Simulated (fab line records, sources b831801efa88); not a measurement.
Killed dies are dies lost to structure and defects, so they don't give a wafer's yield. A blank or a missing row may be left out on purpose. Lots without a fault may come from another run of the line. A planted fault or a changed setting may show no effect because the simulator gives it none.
Which tool did it? | flow sky130 | 14 lots, 42 wafers sampled, at 5 steps of a route of 708

WHAT THE GAUGES READ, wafer by wafer
SKY_VT_ADJUST_NCORE_TW_MEAS_11.
lot  | measured     | on            | VT_ADJUST_NCORE_TW
L370 | day 8 16:00  | film_metro-03 | 221.0 219.5 220.3
L372 | day 9 08:58  | film_metro-04 | 221.0 222.5 223.4
L373 | day 9 20:44  | film_metro-02 | 219.0 219.9 218.3
L375 | day 10 03:38 | film_metro-03 | 222.1 220.8 222.3
L376 | day 10 08:32 | film_metro-02 | 30.2 30.1 30.1
L377 | day 10 15:05 | film_metro-03 | 30.1 30.2 30.2
L382 | day 12 08:28 | film_metro-03 | 221.3 220.5 221.4
L384 | day 12 19:53 | film_metro-03 | 219.3 220.6 219.7
L386 | day 13 09:48 | film_metro-04 | 221.0 221.1 222.6
L387 | day 13 16:22 | film_metro-02 | 220.5 221.1 223.0
L388 | day 13 21:25 | film_metro-03 | 219.8 219.5 220.0
L389 | day 14 15:39 | film_metro-03 | 221.2 220.6 220.7
L392 | day 15 20:53 | film_metro-03 | 220.5 219.6 219.4
L391 | day 15 21:51 | film_metro-03 | 218.7 219.2 218.3

SKY_SONOS_ONO_THK_MEAS_01.
lot  | measured     | on            | SONOS_ONO_OXIDATION_THK (nm)
L370 | day 11 09:57 | film_metro-04 | 2.57 2.61 2.65
L372 | day 12 06:43 | film_metro-03 | 2.63 2.67 2.60
L373 | day 12 21:28 | film_metro-03 | 2.52 2.60 2.56
L375 | day 13 07:09 | film_metro-03 | 2.50 2.56 2.54
L382 | day 15 15:22 | film_metro-03 | 2.52 2.60 2.65
L384 | day 16 05:13 | film_metro-03 | 2.63 2.56 2.51
L386 | day 16 20:14 | film_metro-03 | 2.57 2.42 2.49
L387 | day 17 05:21 | film_metro-03 | 2.57 2.62 2.56
L388 | day 17 10:17 | film_metro-03 | 2.71 2.64 2.59
L389 | day 18 08:46 | film_metro-03 | 2.55 2.63 2.59
L392 | day 19 14:51 | film_metro-04 | 2.72 2.69 2.68
L391 | day 19 16:12 | film_metro-04 | 2.66 2.72 2.65

SKY_POLY_GATE_CD_MEAS_13: target cd 150 nm.
lot  | measured     | on        | cd_nm (nm)
L370 | day 16 05:51 | cd_sem-01 | 149.5 151.0 152.0
L372 | day 17 07:36 | cd_sem-02 | 150.9 152.0 151.0
L373 | day 17 19:59 | cd_sem-02 | 148.8 149.1 147.9
L375 | day 18 08:07 | cd_sem-02 | 150.5 149.9 150.1
L382 | day 21 01:31 | cd_sem-01 | 149.2 151.7 150.1
L384 | day 21 16:22 | cd_sem-02 | 150.1 150.4 150.1
L386 | day 22 14:15 | cd_sem-02 | 149.9 150.5 148.6
L387 | day 22 17:18 | cd_sem-01 | 150.2 150.2 150.7
L388 | day 23 00:23 | cd_sem-01 | 152.2 152.3 152.5
L389 | day 23 22:07 | cd_sem-01 | 148.5 149.0 149.3
L392 | day 25 00:34 | cd_sem-02 | 149.7 149.6 148.4
L391 | day 25 02:41 | cd_sem-02 | 148.3 148.5 149.0

SKY_SD_N_OVL_MEAS_08.
lot  | measured     | on         | SD_N_OVL (nm)
L370 | day 27 21:37 | overlay-02 | -1.2 -1.1 -1.3
L372 | day 28 15:32 | overlay-02 | 0.1 1.4 -0.2
L373 | day 29 06:22 | overlay-02 | 0.5 1.0 0.3
L375 | day 29 18:41 | overlay-02 | 1.6 0.0 0.0
L382 | day 32 05:47 | overlay-02 | -2.1 -1.3 -1.1
L384 | day 32 13:38 | overlay-02 | -0.5 0.0 -0.9
L386 | day 33 07:50 | overlay-01 | 0.4 3.1 3.7
L387 | day 33 11:07 | overlay-02 | -0.4 1.4 1.6
L388 | day 33 15:38 | overlay-02 | -1.7 -0.9 -0.1
L389 | day 34 14:59 | overlay-01 | 3.4 3.7 3.3
L392 | day 35 10:10 | overlay-02 | -2.1 -0.1 -0.5
L391 | day 35 19:06 | overlay-01 | 1.1 -0.1 -0.7

WHICH TOOL RAN EACH LOT (tool, then ch and the chambers of the sampled wafers, then the start)
lot  | SKY_VT_ADJUST_NCORE_IMPLANT_09
L370 | implanter-04 ch 0, day 8 15:45
L372 | implanter-04 ch 0, day 9 08:43
L373 | implanter-02 ch 0, day 9 20:29
L375 | implanter-03 ch 0, day 10 03:24
L376 | implanter-02, day 10 08:17
L377 | implanter-04, day 10 14:51
L382 | implanter-03 ch 0, day 12 08:13
L384 | implanter-02 ch 0, day 12 19:38
L386 | implanter-03 ch 0, day 13 09:33
L387 | implanter-02 ch 0, day 13 16:07
L388 | implanter-04 ch 0, day 13 21:12
L389 | implanter-04 ch 0, day 14 15:24
L392 | implanter-02 ch 0, day 15 20:39
L391 | implanter-04 ch 0, day 15 21:38
- SKY_VT_ADJUST_NCORE_IMPLANT_09

WHAT THE TOOLS THEMSELVES READ (means of the sampled wafers that have a number; where no wafer has one, the mark that the record gives instead)
SKY_VT_ADJUST_NCORE_IMPLANT_09.
lot  | tool         | beam_energy_keV | beam_on_s (s)
L370 | implanter-04 | 9.997           | 10.09
L372 | implanter-04 | 10.005          | 9.94
L373 | implanter-02 | 10.000          | 9.73
L375 | implanter-03 | 10.004          | 9.96
L376 | implanter-02 | -               | -
L377 | implanter-04 | -               | -
L382 | implanter-03 | 10.001          | 9.86
L384 | implanter-02 | 9.995           | 10.15
L386 | implanter-03 | 9.999           | 9.89
L387 | implanter-02 | 10.000          | 9.93
L388 | implanter-04 | 10.000          | 10.11
L389 | implanter-04 | 10.003          | 10.03
L392 | implanter-02 | 9.997           | 10.05
L391 | implanter-04 | 9.998           | 10.06

THE ANSWER, worked out from the rows above alone
Rule: what is usual is taken from the lots themselves. Put in order of their means at a reading, lots are off if they are a third of the lots or fewer, leave a main group of 4 or more, and stand apart from it by a gap of 3 or more times the standard deviation of the main group's means; of several such gaps the widest counts. A main group whose means are all the same, to the digits that the tables above print for the reading, isn't used. A lot without any number at a reading at which 4 lots or more have one is off too. The other lots that the step has rows for count as sound. The gauges are gone through in route order, then the tools' own readings, and for those a lot's mean is taken as printed above. The first step at which some lot is off is used, and at that step the reading that is off furthest; a lot without a number counts as furthest.
Off: L376, L377, at SKY_VT_ADJUST_NCORE_TW_MEAS_11 (VT_ADJUST_NCORE_TW). The main group: mean 220.5, standard deviation 1.1.
A tool fits if, at a process step before that reading, it ran every lot that is off, and no sound lot after the first of them. The gauges at SKY_VT_ADJUST_NCORE_TW_MEAS_11 aren't tried: what is off there is off at SKY_VT_ADJUST_NCORE_IMPLANT_09 too, on other tools, and a gauge's error can't cause that. None of those tried fits.

WHAT THE SIMULATOR HAD PUT IN
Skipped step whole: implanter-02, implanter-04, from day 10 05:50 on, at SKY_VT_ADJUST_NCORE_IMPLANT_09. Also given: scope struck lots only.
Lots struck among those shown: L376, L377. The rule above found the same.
